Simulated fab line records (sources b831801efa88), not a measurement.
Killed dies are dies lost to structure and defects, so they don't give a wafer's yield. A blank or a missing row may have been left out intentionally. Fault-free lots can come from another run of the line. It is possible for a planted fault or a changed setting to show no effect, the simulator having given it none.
The tool behind it: which one? -- flow sky130 -- 24 lots, 72 wafers sampled, at 4 steps of a route of 708

WHAT EACH GAUGE READ, for each wafer
SKY_VT_ADJUST_NCORE_CD_MEAS_07 targets a cd of 380 nm. Usual: cd-nm reads 379.4 nm (standard deviation 2.4).
lot,measured,on,cd-nm (nm),flag
L074,day 9 04:37,cd-sem-02,382.0 381.1 381.5,
L075,day 9 16:06,cd-sem-01,380.6 379.8 382.2,
L076,day 9 16:52,cd-sem-02,377.4 377.7 376.5,
L077,day 9 22:31,cd-sem-02,381.4 381.4 382.1,
L078,day 9 23:06,cd-sem-01,378.4 379.9 381.6,
L079,day 10 08:38,cd-sem-02,380.4 378.5 378.5,
L080,day 10 13:28,cd-sem-01,378.5 376.6 379.1,
L081,day 10 16:44,cd-sem-01,376.5 379.1 379.5,
L082,day 11 06:21,cd-sem-01,379.0 378.9 378.6,
L083,day 11 07:15,cd-sem-01,380.8 379.1 379.0,
L084,day 11 14:01,cd-sem-02,378.7 376.8 378.7,
L085,day 11 19:27,cd-sem-01,379.9 378.5 377.4,
L086,day 12 01:49,cd-sem-01,374.5 376.7 374.0,
L087,day 12 09:53,cd-sem-01,376.0 376.6 376.7,
L088,day 12 18:10,cd-sem-01,379.9 378.5 378.3,
L089,day 13 00:33,cd-sem-01,382.5 378.8 378.4,
L090,day 13 10:53,cd-sem-01,386.1 382.5 383.5,
L091,day 13 11:27,cd-sem-01,381.7 379.5 382.5,
L092,day 13 17:00,cd-sem-01,378.9 378.3 377.1,
L093,day 14 08:31,cd-sem-01,379.9 378.1 378.5,
L094,day 14 17:12,cd-sem-01,382.2 383.4 380.9,
L095,day 14 21:43,cd-sem-01,376.2 375.2 374.7,
L096,day 15 01:29,cd-sem-02,382.7 381.7 381.9,
L097,day 15 05:37,cd-sem-01,380.6 379.5 380.9,

SKY_SPACER_THK_MEAS_01. Usual: for SPACER_CVD_00_THK the level is 43.0 nm and the standard deviation is 0.58.
lot,measured,on,SPACER_CVD_00_THK (nm),flag
L074,day 23 20:43,film-metro-03,43.2 43.3 43.0,
L075,day 24 14:31,film-metro-04,43.5 43.0 42.8,
L076,day 24 10:26,film-metro-04,44.2 43.6 43.8,
L077,day 24 22:31,film-metro-02,42.8 42.7 42.7,
L078,day 24 23:42,film-metro-04,43.8 43.9 43.9,
L079,day 25 12:58,film-metro-03,43.6 43.7 43.4,
L080,day 25 12:58,film-metro-04,43.1 43.0 43.1,
L081,day 25 20:11,film-metro-02,43.5 43.7 43.4,
L082,day 26 12:25,film-metro-04,43.3 43.2 42.8,
L083,day 26 12:25,film-metro-02,42.4 42.6 42.3,
L084,day 26 19:14,film-metro-03,43.1 43.2 43.4,
L085,day 26 23:37,film-metro-02,43.3 43.1 43.0,
L086,day 27 17:20,film-metro-02,41.8 41.7 42.2,
L087,day 27 21:25,film-metro-03,42.7 42.6 42.2,
L088,day 28 08:46,film-metro-03,42.2 42.1 42.5,
L089,day 28 06:31,film-metro-04,41.7 42.1 42.3,
L090,day 29 14:17,film-metro-04,42.9 43.3 43.7,
L091,day 29 15:28,film-metro-04,43.5 43.2 43.0,
L092,day 29 11:21,film-metro-03,43.4 43.3 43.5,
L093,day 29 20:00,film-metro-02,42.1 42.0 42.0,
L094,day 30 04:21,film-metro-02,44.3 43.7 43.9,
L095,day 30 05:34,film-metro-04,42.7 42.5 42.7,
L096,day 30 12:46,film-metro-02,43.1 43.0 43.4,
L097,day 30 15:01,film-metro-04,43.4 43.3 43.1,

SKY_SD_N_RS_MEAS_18: the measuring method here is four-point-probe. Usual: for RES_XHIGH_RS the level is 333.5 ohm/sq and the standard deviation is 0.95.
lot,measured,on,RES_XHIGH_RS (ohm/sq),flag
L074,day 28 18:16,film-metro-01,334.3 334.5 333.9,
L075,day 29 09:38,film-metro-03,331.7 332.8 331.9,
L076,day 29 07:50,film-metro-01,331.7 332.3 333.3,
L077,day 29 17:57,film-metro-01,334.1 333.9 333.8,
L078,day 29 20:14,film-metro-03,334.1 334.1 333.3,
L079,day 30 06:55,film-metro-01,334.0 333.1 333.6,
L080,day 30 08:24,film-metro-03,333.0 333.9 333.5,
L081,day 30 15:37,film-metro-03,334.9 333.3 334.6,
L082,day 31 06:08,film-metro-04,331.3 333.5 333.0,
L083,day 31 07:03,film-metro-03,332.1 332.2 332.5,
L084,day 31 12:15,film-metro-03,334.2 332.9 334.1,
L085,day 31 17:20,film-metro-04,335.4 335.1 335.0,
L086,day 32 09:51,film-metro-01,332.4 333.0 333.2,
L087,day 32 14:37,film-metro-01,333.7 333.3 333.0,
L088,day 32 23:25,film-metro-01,333.3 334.3 332.5,
L089,day 32 22:49,film-metro-03,333.6 333.6 333.8,
L090,day 34 03:47,film-metro-01,334.4 333.7 335.2,
L091,day 34 05:26,film-metro-01,333.3 333.8 333.8,
L092,day 34 01:17,film-metro-04,332.7 331.1 332.9,
L093,day 34 09:14,film-metro-04,332.8 333.7 334.7,
L094,day 34 17:17,film-metro-03,333.5 333.5 334.3,
L095,day 34 19:13,film-metro-03,332.8 332.9 334.1,
L096,day 35 01:15,film-metro-01,335.1 335.4 334.1,
L097,day 35 02:29,film-metro-04,334.5 333.1 334.8,

TOOL THAT RAN EACH LOT (tool first, then ch and the chambers of the sampled wafers, then the start)
lot,SKY_SD_P_STRIP_10
L074,"plasma-asher-02 ch 0,1, day 26 08:14"
L075,"plasma-asher-01 ch 0,1, day 26 23:56"
L076,"plasma-asher-02 ch 0,1, day 26 22:01"
L077,"plasma-asher-01 ch 0,1, day 27 09:01"
L078,"plasma-asher-01 ch 0,1, day 27 10:09"
L079,"plasma-asher-01 ch 0,1, day 27 21:47"
L080,"plasma-asher-02 ch 0,1, day 27 22:40"
L081,"plasma-asher-03 ch 0,1, day 28 05:16"
L082,"plasma-asher-01 ch 0,1, day 28 20:25"
L083,"plasma-asher-02 ch 0,1, day 28 21:00"
L084,"plasma-asher-02 ch 0,1, day 29 04:29"
L085,"plasma-asher-02 ch 0,1, day 29 08:29"
L086,"plasma-asher-01 ch 0,1, day 30 02:00"
L087,"plasma-asher-01 ch 0,1, day 30 05:53"
L088,"plasma-asher-02 ch 0,1, day 30 17:09"
L089,"plasma-asher-02 ch 1, day 30 15:54"
L090,"plasma-asher-01 ch 0,1, day 31 21:26"
L091,"plasma-asher-01 ch 0,1, day 31 22:32"
L092,"plasma-asher-03 ch 0,1, day 31 20:14"
L093,"plasma-asher-01 ch 0,1, day 32 03:38"
L094,"plasma-asher-02 ch 0,1, day 32 11:13"
L095,"plasma-asher-01 ch 0,1, day 32 13:09"
L096,"plasma-asher-01 ch 0,1, day 32 19:21"
L097,"plasma-asher-01 ch 0,1, day 32 21:10"
- SKY_SD_P_STRIP_10: strips in O2/N2.

WHAT THE TOOLS THEMSELVES READ (means of the sampled wafers that have a number; where no wafer has one, the mark that the record gives instead)
SKY_SD_P_STRIP_10. Usual: drypump-motor-current-A 5.85 A, standard deviation 0.26; oes-product-au 0.617 a.u., standard deviation 0.0046; strip-time-to-endpoint-s 17.48 s, standard deviation 0.035.
lot,tool,drypump-motor-current-A (A),oes-product-au (a.u.),strip-time-to-endpoint-s (s),flag
L074,plasma-asher-02,5.95,0.623,17.48,
L075,plasma-asher-01,5.98,0.614,17.48,
L076,plasma-asher-02,5.88,0.617,17.51,
L077,plasma-asher-01,5.78,0.616,17.42,
L078,plasma-asher-01,5.98,0.616,17.45,
L079,plasma-asher-01,5.96,0.620,17.48,
L080,plasma-asher-02,5.94,0.618,17.47,
L081,plasma-asher-03,5.33,0.621,17.50,
L082,plasma-asher-01,6.00,0.617,17.51,
L083,plasma-asher-02,5.86,0.616,17.42,
L084,plasma-asher-02,5.87,0.614,17.46,
L085,plasma-asher-02,5.99,0.612,17.46,
L086,plasma-asher-01,5.97,0.618,17.51,
L087,plasma-asher-01,5.77,0.618,17.51,
L088,plasma-asher-02,5.84,0.618,17.51,
L089,plasma-asher-02,6.10,0.619,17.50,
L090,plasma-asher-01,5.81,0.620,17.46,
L091,plasma-asher-01,5.96,0.619,17.49,
L092,plasma-asher-03,5.33,0.623,17.48,
L093,plasma-asher-01,5.83,0.618,17.49,
L094,plasma-asher-02,5.95,0.616,17.52,
L095,plasma-asher-01,5.79,0.617,17.53,
L096,plasma-asher-01,5.81,0.617,17.45,
L097,plasma-asher-01,5.77,0.616,17.46,

THE ANSWER, worked out from the rows above alone
Rule: a lot is off if the mean of its wafers that have a number lies more than 3 standard deviations from the usual mean. A lot without any number at a reading at which 4 lots or more have one is off too. Any other lot the step has rows for is counted as sound. After the gauges, taken in route order, come the tools' own readings; for these a lot's mean is taken, as printed above. The first step at which some lot is off is used, and at that step the reading that is off furthest; a lot without a number counts as furthest.
Nothing can be told from this: no lot is off at any reading shown.

WHAT THE SIMULATOR PUT IN
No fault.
